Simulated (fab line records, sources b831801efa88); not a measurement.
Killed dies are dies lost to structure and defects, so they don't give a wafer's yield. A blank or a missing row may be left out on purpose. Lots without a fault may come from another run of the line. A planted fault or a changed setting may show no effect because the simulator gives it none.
Chamber matching | flow sky130 | SKY_CONTACT_CMP_04 on cmp-01: 4 sister chambers
The step polishes SiO2. 4 wafers are shown with their chamber, then 8 later ones without.

WAFERS WITH THEIR CHAMBER
wafer  | chamber | motor_current_A (A)
L147.5 | 1       | 13.3
L151.1 | 2       | 13.0
L151.6 | 3       | 13.1
L155.1 | 0       | 11.8

WAFERS WITHOUT THEIR CHAMBER
wafer  | motor_current_A (A)
L155.2 | 13.1
L155.3 | 13.0
L165.3 | 13.2
L165.4 | 13.9
L165.5 | 12.9
L167.2 | 12.3
L167.3 | 13.7
L167.4 | 13.0

WHICH CHAMBER EACH WENT THROUGH
wafer  | from the rows above               | in truth
L155.2 | can't be placed: 3 or 2 or 1      | 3
L155.3 | can't be placed: 2 or 3 or 1      | 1
L165.3 | can't be placed: 3 or 1 or 2      | 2
L165.4 | can't be placed: 1 or 3 or 2      | 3
L165.5 | can't be placed: 2 or 3 or 1      | 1
L167.2 | can't be placed: 0 or 2 or 3 or 1 | 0
L167.3 | can't be placed: 1 or 3 or 2      | 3
L167.4 | can't be placed: 2 or 3 or 1      | 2
Placed correctly: 0 of 8. Can't be placed from these rows: 8 (the true chamber is among the candidates in 8). Placed wrongly: 0.
How it was worked out, from the rows above alone: a wafer's distance from a chamber is the root of the sum, over the readings, of the square of ((its reading less the chamber's mean) divided by the reading's scatter). The wafer belongs to the nearest chamber; if the next one is less than 2 further off, it can't be placed. A chamber's mean is the mean of its shown wafers. The scatter: with one shown wafer a chamber, the root of the mean of the squares of how far each hidden wafer lies from its nearest shown one.
